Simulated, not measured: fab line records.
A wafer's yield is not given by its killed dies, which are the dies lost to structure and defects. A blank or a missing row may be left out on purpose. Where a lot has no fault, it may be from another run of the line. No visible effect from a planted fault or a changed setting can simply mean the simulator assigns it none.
fab line records	flow sfq-line
record: lots: 5	wafers: 15	last-day: 92
route steps=325 shown M3@122 I3@133 M4@148 I4@163 M8@325
lots with no fault: from the same line, run without faults
start-h: start of the lot's first displayed wafer, in hours after the record's first day	wait-h: hours elapsed since this lot's preceding step	" the same as in the row above	L1.1+2: one row covering several wafers at once	- no value, or no start given	* or withheld: withheld	< > ~ a bound
route shown NAME@n: NAME is a module with steps in the file, n the number in the route of the first one	usual: average and standard deviation across the fault-free wafers	same: alike in all rows	chamber/n: place in a boat	sites: the reading at each site	_std_site: standard deviation across them	_edge_site: inner sites' mean taken away from outer sites' mean	radius-mm: for every site, how far away it sits from the centre of the wafer	mask NAME#n: copy n	behind: the tool/chamber that last shaped the wafer	hold: why the lot was held/for how many hours/how that ended	device: names the non-switching transistor (n, p or np)	end of line: the tests these same wafers got at the end of their route	for a step that has no rows: nothing shown but its recipe	killed: not the wafer's yield, but the dies lost to structure and defects at the first sort	map: dies across one wafer; x = killed, . = not, _ = none there
set.NAME: setting as actually run; set.NAME@STEP: the setting as run at that earlier step	model.NAME: the simulator's own value behind a step, which no gauge read
a table for each step, a row for each wafer; lots at some steps of the route
services: the hour from which a tool's chamber was out of use, counted from the record's first day as start-h (under 0 if before that day), plus the number of hours and why
== steps ==
step: SFQ_TRILAYER_M3_LITHO_COAT_080
recipe: resist: BARC	spin-rpm: 3000	resist-thk-nm: 62
step: SFQ_TRILAYER_M3_LITHO_COAT_075
recipe: resist: KrF	spin-rpm: 3000	resist-thk-nm: 600
step: SFQ_TRILAYER_M3_LITHO_SOFTBAKE_079
recipe: temp-c: withheld	time-s: withheld	resist: KrF
step: SFQ_TRILAYER_M3_LITHO_EXPOSE_076
recipe: mask-id: M3	na: 0.6	source-shape: conventional	sigma-outer: 0.65	target-cd-nm: 500	dose-mj: 14.4
step: SFQ_TRILAYER_M3_LITHO_PEB_078
recipe: peb-temp-c: 115	peb-time-s: 60	resist: KrF
step: SFQ_TRILAYER_M3_LITHO_DEVELOP_077
recipe: time-s: 60	resist: KrF
step: SFQ_M3_OVL_MEAS_921
usual: M3_OVL: -3/5.4
lot.wafer	tool	chamber	start-h	wait-h	M3_OVL[nm]
L572.1	overlay-02	-	1132.05	0.1	-9
L572.2	"	-	"	"	-6
L572.3	"	-	"	"	-11
L573.1	overlay-01	-	1148.85	0.1	-5
L573.4	"	-	"	"	-5
L573.6	"	-	"	"	-4
L577.1	overlay-02	-	1187.82	0.1	4
L577.4	"	-	"	"	0
L577.6	"	-	"	"	-1
L579.2	overlay-01	-	1203.31	0.1	-5
L579.3	"	-	"	"	-2
L579.4	"	-	"	"	-4
L586.3	overlay-02	-	1259.94	0.1	-14
L586.4	"	-	"	"	-9
L586.5	"	-	"	"	-15
step: SFQ_TRILAYER_M3_BARC_OPEN_METAL_ETCH_100
recipe: mask-material: PR	chemistry: O2	target-depth-nm: 125	target: BARC	icp-w: 600	bias-w: 80	pressure-mtorr: 10	time-s: 41.7
step: SFQ_TRILAYER_M3_ETCH_METAL_ETCH_078
recipe: target: Nb	stop-on: SiO2	mask-material: PR	chemistry: Cl2/Ar	target-depth-nm: 240	icp-w: 600	bias-w: 80	pressure-mtorr: 10	time-s: 120
step: SFQ_TRILAYER_M3_STRIP_STRIP_079
recipe: gas: O2	power-w: 200	platen-temp-c: 40	overash-fraction: 0.65	chemistry: O2	pressure-mtorr: 50
step: SFQ_TRILAYER_M3_STRIP_SOLV_CLEAN_080
recipe: chemistry: NMP	temp-c: 70	time-s: 600
step: SFQ_TRILAYER_I3_DEP_PECVD_081
recipe: material: SiO2	temp-c: 150	time-s: 111.11	pressure-torr: 2.4	rf-w: 183.3	precursor: SiH4/N2O	target-thk-nm: 500
usual: heater-power-w: 82/14	showerhead-vpp-V: 835/23	susceptor-temp-C: 150.02/0.15	throttle-valve-pct: 24.8/1.4
same: time-s: 111.11
lot.wafer	tool	chamber	start-h	wait-h	heater-power-w	showerhead-vpp-V	susceptor-temp-C	throttle-valve-pct
L572.1	pecvd-04	0	1133.05	0.0	65	828	150.07	26.2
L572.2	"	1	"	"	84	823	150.12	24.0
L572.3	"	2	"	"	68	858	150.00	23.6
L573.1	pecvd-04	2	1149.85	0.0	59	844	149.85	23.5
L573.4	"	1	"	"	84	829	149.92	24.2
L573.6	"	2	"	"	63	870	149.91	23.3
L577.1	pecvd-04	2	1189.08	0.0	70	855	150.10	23.8
L577.4	"	2	"	"	71	859	149.75	23.6
L577.6	"	1	"	"	81	836	149.66	24.7
L579.2	pecvd-04	1	1205.08	0.0	82	825	150.15	24.5
L579.3	"	2	"	"	73	854	150.35	23.8
L579.4	"	2	"	"	73	875	150.21	23.7
L586.3	pecvd-03	0	1260.93	0.0	105	838	150.03	22.5
L586.4	"	0	"	"	108	829	150.00	22.7
L586.5	"	1	"	"	89	828	149.92	25.5
step: SFQ_TRILAYER_I3_CMP_CMP_082
recipe: material: SiO2	down-force-psi: 3	platen-rpm: 60	pad-velocity-m-s: 0.94248
usual: motor-current-A: 10.2/0.71	time-to-endpoint-s: 212/8.2
lot.wafer	tool	chamber	start-h	wait-h	motor-current-A	time-to-endpoint-s	model.SiO2_of_TRILAYER_I3_DEP_PECVD_081.thk-nm
L572.1	cmp-02	0	1133.12	0.0	10.5	216	200.3
L572.2	"	2	1134.12	1.0	9.5	217	199.9
L572.3	"	3	"	"	10.9	223	200.9
L573.1	cmp-02	3	1149.92	0.0	11.1	213	200.8
L573.4	"	1	1150.92	1.0	9.8	206	199.6
L573.6	"	3	1151.92	2.0	11.3	219	201.5
L577.4	cmp-02	0	1192.55	3.4	10.8	220	199.6
L577.1	"	2	1193.55	4.4	9.9	176	250
L577.6	"	3	"	"	10.8	220	200.3
L579.3	cmp-01	0	1205.16	0.0	10.5	206	198.4
L579.4	"	2	1206.16	1.0	10.9	226	198.9
L579.2	"	3	"	"	10.1	205	198.5
L586.4	cmp-01	3	1262.36	1.4	9.3	205	199
L586.3	"	0	"	"	9.8	195	199.6
L586.5	"	3	1264.36	3.4	9.7	199	200.1
step: SFQ_I3_BOW_MEAS_922
recipe: mode: bow
usual: I3_BOW: 3/8
lot.wafer	tool	chamber	start-h	wait-h	I3_BOW[um]
L572.1	film-metro-02	-	1136.12	2.5	-2
L572.2	"	-	"	"	3
L572.3	"	-	"	"	4
L573.1	film-metro-03	-	1152.92	2.5	1
L573.4	"	-	"	"	1
L573.6	"	-	"	"	-8
L577.1	film-metro-02	-	1195.05	1.0	0
L577.4	"	-	"	"	-6
L577.6	"	-	"	"	-7
L577.1	film-metro-02	-	1196.37	1.3	-
L577.4	"	-	"	"	-
L577.6	"	-	"	"	-
L579.2	film-metro-04	-	1208.18	1.0	9
L579.3	"	-	"	"	11
L579.4	"	-	"	"	6
L586.3	film-metro-03	-	1264.90	1.5	6
L586.4	"	-	"	"	14
L586.5	"	-	"	"	8
step: SFQ_TRILAYER_I3_METRO_MEASURE_083
usual: thk-nm: 199.6/0.94
lot.wafer	tool	chamber	start-h	wait-h	thk-nm
L572.1	film-metro-02	-	1136.24	0.1	200.3
L572.2	"	-	"	"	199.9
L572.3	"	-	"	"	200.9
L573.1	film-metro-03	-	1153.04	0.1	200.8
L573.4	"	-	"	"	199.5
L573.6	"	-	"	"	201.3
L577.1	film-metro-02	-	1203.66	7.3	250.0
L577.4	"	-	"	"	199.5
L577.6	"	-	"	"	200.4
L577.1	film-metro-02	-	1205.14	1.3	250.2
L577.4	"	-	"	"	199.5
L577.6	"	-	"	"	200.3
L579.2	film-metro-04	-	1208.48	0.3	198.5
L579.3	"	-	"	"	198.3
L579.4	"	-	"	"	198.9
L586.3	film-metro-03	-	1265.38	0.5	199.6
L586.4	"	-	"	"	199.0
L586.5	"	-	"	"	200.1
step: SFQ_TRILAYER_I3_VIA_LITHO_COAT_090
recipe: resist: BARC	spin-rpm: 3000	resist-thk-nm: 62
step: SFQ_TRILAYER_I3_VIA_LITHO_COAT_085
recipe: resist: KrF	spin-rpm: 3000	resist-thk-nm: 650
step: SFQ_TRILAYER_I3_VIA_LITHO_SOFTBAKE_089
recipe: temp-c: withheld	time-s: withheld	resist: KrF
step: SFQ_TRILAYER_I3_VIA_LITHO_EXPOSE_086
recipe: mask-id: I3	na: 0.6	source-shape: conventional	sigma-outer: 0.65	target-cd-nm: 500	dose-mj: 21.3
step: SFQ_TRILAYER_I3_VIA_LITHO_PEB_088
recipe: peb-temp-c: 115	peb-time-s: 60	resist: KrF
step: SFQ_TRILAYER_I3_VIA_LITHO_DEVELOP_087
recipe: time-s: 60	resist: KrF
step: SFQ_I3_OVL_MEAS_923
usual: I3_OVL: -2/6.2
lot.wafer	tool	chamber	start-h	wait-h	I3_OVL[nm]
L572.1	overlay-01	-	1276.92	0.1	1
L572.2	"	-	"	"	3
L572.3	"	-	"	"	-3
L573.1	overlay-02	-	1291.96	0.1	3
L573.4	"	-	"	"	4
L573.6	"	-	"	"	0
L577.1	overlay-01	-	1326.09	0.1	0
L577.4	"	-	"	"	-4
L577.6	"	-	"	"	3
L579.2	overlay-02	-	1341.62	0.1	-9
L579.3	"	-	"	"	-12
L579.4	"	-	"	"	-13
L586.3	overlay-01	-	1387.23	0.1	-6
L586.4	"	-	"	"	-7
L586.5	"	-	"	"	-6
step: SFQ_TRILAYER_I3_VIA_BARC_OPEN_VIA_ETCH_121
recipe: mask-material: PR	chemistry: O2	target-depth-nm: 125	target: BARC	source-w: 500	bias-w: 80	pressure-mtorr: 30	time-s: 41.7
step: SFQ_TRILAYER_I3_VIA_ETCH_VIA_ETCH_088
recipe: target: SiO2	stop-on: Nb	mask-material: PR	taper-deg: 20	chemistry: CHF3	target-depth-nm: 260	source-w: 500	bias-w: 80	pressure-mtorr: 30	time-s: withheld
usual: drypump-motor-current-A: 5.6/0.45	oes-product-au: 0.854/0.0053
lot.wafer	tool	chamber	start-h	wait-h	drypump-motor-current-A	oes-product-au	model.I3.feature-depth-nm	model.etch.depth-nm
L572.1	rie-diel-02	2	1277.00	0.0	6.0	0.849	200.3	200.3
L572.2	"	1	"	"	5.3	0.856	199.9	199.9
L572.3	"	3	"	"	6.2	0.861	200.9	200.9
L573.1	rie-diel-02	0	1292.03	0.0	5.8	0.860	200.8	200.8
L573.4	"	3	"	"	6.2	0.856	199.6	199.6
L573.6	"	2	"	"	6.0	0.869	201.5	201.5
L577.1	rie-diel-02	0	1326.17	0.0	5.8	0.962	250	250
L577.4	"	2	"	"	6.0	0.853	199.6	199.6
L577.6	"	1	"	"	5.4	0.851	200.3	200.3
L579.2	rie-diel-02	0	1341.69	0.0	5.9	0.843	198.5	198.5
L579.3	"	2	"	"	6.0	0.845	198.4	198.4
L579.4	"	3	"	"	6.2	0.856	198.9	198.9
L586.3	rie-diel-03	1	1387.29	0.0	4.8	0.844	199.6	199.6
L586.4	"	1	"	"	4.8	0.847	199	199
L586.5	"	2	"	"	5.1	0.852	200.1	200.1
step: SFQ_TRILAYER_I3_VIA_STRIP_STRIP_089
recipe: gas: O2	power-w: 200	platen-temp-c: 40	overash-fraction: 0.65	chemistry: O2	pressure-mtorr: 50
step: SFQ_TRILAYER_I3_VIA_STRIP_SOLV_CLEAN_090
recipe: chemistry: NMP	temp-c: 70	time-s: 600
step: SFQ_TRILAYER_M4_DEP_PRE_CLEAN_092
recipe: gas: Ar	time-s: 22.5	bias-v: 250
same: time-s: 22.5
lot.wafer	tool	chamber	start-h	wait-h	model.SiO2_of_TRILAYER_I3_DEP_PECVD_081.thk-nm
L572.1	pvd-sputter-05	-	1277.88	0.0	192.8
L572.2	"	-	"	"	192.4
L572.3	"	-	"	"	193.4
L573.1	pvd-sputter-04	-	1292.92	0.0	193.3
L573.4	"	-	"	"	192.1
L573.6	"	-	"	"	194
L577.1	pvd-sputter-05	-	1327.06	0.0	242.5
L577.4	"	-	"	"	192.1
L577.6	"	-	"	"	192.8
L579.2	pvd-sputter-04	-	1342.58	0.0	191
L579.3	"	-	"	"	190.9
L579.4	"	-	"	"	191.4
L586.3	pvd-sputter-03	-	1388.18	0.0	192.1
L586.4	"	-	"	"	191.5
L586.5	"	-	"	"	192.6
step: SFQ_TRILAYER_M4_DEP_SPUTTER_091
recipe: material: Nb	base-pressure-pa: 1.33e-06	chamber-pressure-pa: 0.1333	substrate-temp-c: 20	resputter-cathode-voltage-v: 400	target-thk-nm: 200	power-w: 2000	time-s: 133.3
usual: cathode-dc-power-W: 2000.0/0.34	throttle-valve-pct: 29.9/1.3
same: time-s: 133.3
lot.wafer	tool	chamber	start-h	wait-h	cathode-dc-power-W	throttle-valve-pct
L572.1	pvd-sputter-05	-	1277.91	0.0	1999.5	28.0
L572.2	"	-	"	"	2000.0	31.4
L572.3	"	-	"	"	1999.8	31.9
L573.1	pvd-sputter-04	-	1292.95	0.0	2000.2	30.4
L573.4	"	-	"	"	2000.5	30.3
L573.6	"	-	"	"	1999.1	29.9
L577.1	pvd-sputter-05	-	1327.08	0.0	1999.8	31.1
L577.4	"	-	"	"	1999.6	31.1
L577.6	"	-	"	"	2000.1	28.0
L579.2	pvd-sputter-04	-	1342.61	0.0	1999.9	30.1
L579.3	"	-	"	"	2000.2	30.3
L579.4	"	-	"	"	2000.6	27.3
L586.3	pvd-sputter-03	-	1388.21	0.0	1999.8	29.9
L586.4	"	-	"	"	2000.6	28.2
L586.5	"	-	"	"	1999.8	30.5
step: SFQ_M4_RS_MEAS_924
recipe: thk-meas-gauge: four-point-probe	reads: Nb_of_TRILAYER_M4_DEP_SPUTTER_091
usual: M4_NB_RS: 0.897/0.013
lot.wafer	tool	chamber	start-h	wait-h	M4_NB_RS[ohm/sq]
L572.1	film-metro-01	-	1278.00	0.0	0.898
L572.2	"	-	"	"	0.884
L572.3	"	-	"	"	0.884
L573.1	film-metro-03	-	1293.04	0.0	0.888
L573.4	"	-	"	"	0.888
L573.6	"	-	"	"	0.884
L577.1	film-metro-03	-	1327.18	0.0	0.907
L577.4	"	-	"	"	0.876
L577.6	"	-	"	"	0.896
L579.2	film-metro-01	-	1342.72	0.1	0.876
L579.3	"	-	"	"	0.880
L579.4	"	-	"	"	0.906
L586.3	film-metro-03	-	1388.34	0.1	0.909
L586.4	"	-	"	"	0.911
L586.5	"	-	"	"	0.906
step: SFQ_TRILAYER_M4_LITHO_COAT_098
recipe: resist: BARC	spin-rpm: 3000	resist-thk-nm: 62
step: SFQ_TRILAYER_M4_LITHO_COAT_093
recipe: resist: KrF	spin-rpm: 3000	resist-thk-nm: 600
step: SFQ_TRILAYER_M4_LITHO_SOFTBAKE_097
recipe: temp-c: withheld	time-s: withheld	resist: KrF
step: SFQ_TRILAYER_M4_LITHO_EXPOSE_094
recipe: mask-id: M4	na: 0.6	source-shape: conventional	sigma-outer: 0.65	target-cd-nm: 500	dose-mj: 14.4
step: SFQ_TRILAYER_M4_LITHO_PEB_096
recipe: peb-temp-c: 115	peb-time-s: 60	resist: KrF
step: SFQ_TRILAYER_M4_LITHO_DEVELOP_095
recipe: time-s: 60	resist: KrF
step: SFQ_M4_OVL_MEAS_926
usual: M4_OVL: 1/6.8
lot.wafer	tool	chamber	start-h	wait-h	M4_OVL[nm]
L572.1	overlay-01	-	1404.02	0.1	-6
L572.2	"	-	"	"	11
L572.3	"	-	"	"	0
L573.1	overlay-01	-	1415.00	0.1	4
L573.4	"	-	"	"	-5
L573.6	"	-	"	"	-3
L577.1	overlay-01	-	1446.99	0.1	6
L577.4	"	-	"	"	7
L577.6	"	-	"	"	12
L579.2	overlay-02	-	1460.20	0.1	-2
L579.3	"	-	"	"	-6
L579.4	"	-	"	"	1
L586.3	overlay-02	-	1503.40	0.1	-13
L586.4	"	-	"	"	-9
L586.5	"	-	"	"	-13
step: SFQ_TRILAYER_M4_BARC_OPEN_METAL_ETCH_123
recipe: mask-material: PR	chemistry: O2	target-depth-nm: 125	target: BARC	icp-w: 600	bias-w: 80	pressure-mtorr: 10	time-s: 41.7
usual: drypump-motor-current-A: 5.8/0.41	oes-product-au: 0.684/0.0047
same: time-s: 41.7
lot.wafer	tool	chamber	start-h	wait-h	drypump-motor-current-A	oes-product-au	rf-hours-counter-h
L572.1	rie-metal-01	0	1404.05	0.0	5.3	0.687	20
L572.2	"	1	"	"	6.0	0.682	25
L572.3	"	0	"	"	5.3	0.680	-
L573.1	rie-metal-02	1	1415.03	0.0	6.3	0.683	111
L573.4	"	1	"	"	6.3	0.683	-
L573.6	"	0	"	"	5.6	0.685	-
L577.1	rie-metal-02	1	1447.03	0.0	6.3	0.675	115
L577.4	"	0	"	"	5.5	0.683	-
L577.6	"	1	"	"	6.3	0.692	-
L579.2	rie-metal-03	1	1460.23	0.0	5.1	0.682	53
L579.3	"	1	"	"	5.1	0.679	-
L579.4	"	0	"	"	5.9	0.692	-
L586.3	rie-metal-02	1	1503.45	0.0	6.3	0.680	-
L586.4	"	0	"	"	5.5	0.681	-
L586.5	"	0	"	"	5.5	0.682	-
step: SFQ_TRILAYER_M4_ETCH_METAL_ETCH_096
recipe: target: Nb	stop-on: SiO2	mask-material: PR	chemistry: Cl2/Ar	target-depth-nm: 240	icp-w: 600	bias-w: 80	pressure-mtorr: 10	time-s: 120
usual: drypump-motor-current-A: 5.8/0.41	oes-product-au: 0.891/0.0085
same: time-s: 120
lot.wafer	tool	chamber	start-h	wait-h	drypump-motor-current-A	oes-product-au	rf-hours-counter-h
L572.1	rie-metal-01	0	1404.11	0.0	5.3	0.886	20
L572.2	"	1	"	"	6.0	0.905	25
L572.3	"	0	"	"	5.3	0.895	-
L573.1	rie-metal-02	1	1415.09	0.0	6.3	0.895	111
L573.4	"	1	"	"	6.3	0.894	-
L573.6	"	0	"	"	5.5	0.894	-
L577.1	rie-metal-02	1	1447.09	0.0	6.3	0.895	115
L577.4	"	0	"	"	5.5	0.904	-
L577.6	"	1	"	"	6.3	0.892	-
L579.2	rie-metal-03	1	1460.31	0.1	5.2	0.903	53
L579.3	"	1	"	"	5.2	0.902	-
L579.4	"	0	"	"	5.9	0.890	-
L586.3	rie-metal-02	1	1503.53	0.1	6.3	0.878	-
L586.4	"	0	"	"	5.5	0.890	-
L586.5	"	0	"	"	5.5	0.879	-
step: SFQ_TRILAYER_M4_STRIP_STRIP_097
recipe: gas: O2	power-w: 200	platen-temp-c: 40	overash-fraction: 0.65	chemistry: O2	pressure-mtorr: 50
usual: drypump-motor-current-A: 5.8/0.41	oes-product-au: 1.003/0.018
lot.wafer	tool	chamber	start-h	wait-h	drypump-motor-current-A	oes-product-au	rf-hours-counter-h
L572.1	rie-metal-01	0	1404.24	0.1	5.3	0.984	20
L572.2	"	1	"	"	6.0	1.023	25
L572.3	"	0	"	"	5.3	0.974	-
L573.1	rie-metal-02	1	1415.22	0.1	6.3	1.015	111
L573.4	"	1	"	"	6.3	1.013	-
L573.6	"	0	"	"	5.5	1.000	-
L577.1	rie-metal-02	1	1447.21	0.1	6.3	1.010	115
L577.4	"	0	"	"	5.5	0.999	-
L577.6	"	1	"	"	6.3	1.002	-
L579.2	rie-metal-03	1	1460.47	0.1	5.2	1.005	53
L579.3	"	1	"	"	5.2	0.999	-
L579.4	"	0	"	"	5.9	1.027	-
L586.3	rie-metal-02	1	1503.81	0.2	6.3	1.022	-
L586.4	"	0	"	"	5.6	1.001	-
L586.5	"	0	"	"	5.5	0.996	-
step: SFQ_TRILAYER_M4_STRIP_SOLV_CLEAN_098
recipe: chemistry: NMP	temp-c: 70	time-s: 600
step: SFQ_TRILAYER_I4_DEP_PECVD_099
recipe: material: SiO2	temp-c: 150	time-s: 111.11	pressure-torr: 2.4	rf-w: 183.3	precursor: SiH4/N2O	target-thk-nm: 500
step: SFQ_M8_BOW_MEAS_951
recipe: mode: bow
usual: M8_BOW: 8/8.1
lot.wafer	tool	chamber	start-h	wait-h	M8_BOW[um]	model.etest.i3.link-ohm
L572.1	film-metro-01	-	2118.39	0.0	8	1.964
L572.2	"	-	"	"	13	1.953
L572.3	"	-	"	"	13	1.95
L573.1	film-metro-01	-	2121.99	0.0	5	1.952
L573.4	"	-	"	"	6	1.965
L573.6	"	-	"	"	-4	1.96
L577.1	film-metro-04	-	2193.09	0.0	8	2.031
L577.4	"	-	"	"	2	1.954
L577.6	"	-	"	"	4	1.994
L579.2	film-metro-01	-	2196.99	0.0	12	1.948
L579.3	"	-	"	"	14	1.95
L579.4	"	-	"	"	7	1.979
L586.3	film-metro-04	-	2213.65	0.0	12	1.994
L586.4	"	-	"	"	19	1.992
L586.5	"	-	"	"	13	1.999
== services ==
tool	chamber	start-h	hours	kind
pecvd-04	1	1109.52	1.7	repair
pvd-sputter-04	-	1110.59	1.6	repair
rie-diel-02	2	1157.82	7.1	repair
rie-diel-02	-	1186.52	0.6	repair
rie-metal-02	1	1188.84	15.4	repair
rie-diel-02	-	1228.68	2.8	pm
pecvd-04	-	1230.07	4.3	pm
pecvd-04	1	1236.89	1.9	repair
pvd-sputter-05	-	1253.01	2.7	repair
pecvd-04	-	1273.25	0.4	repair
rie-metal-02	-	1281.98	1.4	pm
pvd-sputter-04	-	1285.03	0.6	repair
rie-metal-02	-	1292.12	1.8	repair
pvd-sputter-05	-	1312.55	1.3	repair
rie-diel-02	1	1366.58	17.3	repair
rie-diel-02	3	1369.40	6.6	repair
rie-diel-02	-	1373.92	14.6	pm
rie-diel-02	-	1389.09	0.1	repair
pecvd-04	-	1398.46	1.5	repair
pecvd-04	0	1410.59	18.4	repair
rie-diel-02	2	1438.70	3.2	repair
pecvd-04	-	1440.44	5.5	pm
pecvd-04	1	1446.01	3.7	repair
rie-metal-02	-	1451.27	0.7	repair
== key ==
first-sign: step: SFQ_TRILAYER_I3_CMP_CMP_082	reading: time-to-endpoint-s	direction: down	sigmas: 4.3	usual: *	struck: *
effect: step: SFQ_I3_BOW_MEAS_922	reading: visit	direction: added
effect: step: SFQ_TRILAYER_I3_METRO_MEASURE_083	reading: visit	direction: added
effect: step: SFQ_TRILAYER_I3_METRO_MEASURE_083	reading: thk-nm	direction: up	sigmas: 54	usual: 199.6	struck: 250.0
effect: step: SFQ_TRILAYER_I3_VIA_ETCH_VIA_ETCH_088	reading: oes-product-au	direction: up	sigmas: 20	usual: 0.854	struck: 0.962
model-effect: step: SFQ_TRILAYER_I3_CMP_CMP_082	value: SiO2_of_TRILAYER_I3_DEP_PECVD_081.thk-nm	without: 200	struck: 250
model-effect: step: SFQ_TRILAYER_I3_VIA_ETCH_VIA_ETCH_088	value: I3.feature-depth-nm	without: 200	struck: 250
model-effect: step: SFQ_TRILAYER_M4_DEP_PRE_CLEAN_092	value: SiO2_of_TRILAYER_I3_DEP_PECVD_081.thk-nm	without: 192.5	struck: 242.5
model-effect: step: SFQ_M8_BOW_MEAS_951	value: etest.i3.link-ohm	without: 1.983	struck: 2.031
met-at SFQ_TRILAYER_I3_CMP_CMP_082
struck-wafers L577.1
onset-between 1149.92 1192.55
fault: kind: process-parameter-drift	tool: cmp-02	chamber: -	onset-h: 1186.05	steps: SFQ_TRILAYER_I3_CMP_CMP_082	channel: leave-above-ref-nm	offset: 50	shape: step	end-h: 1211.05	scope: struck-wafers-only	acts-in: these-recipes-only	stated: 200
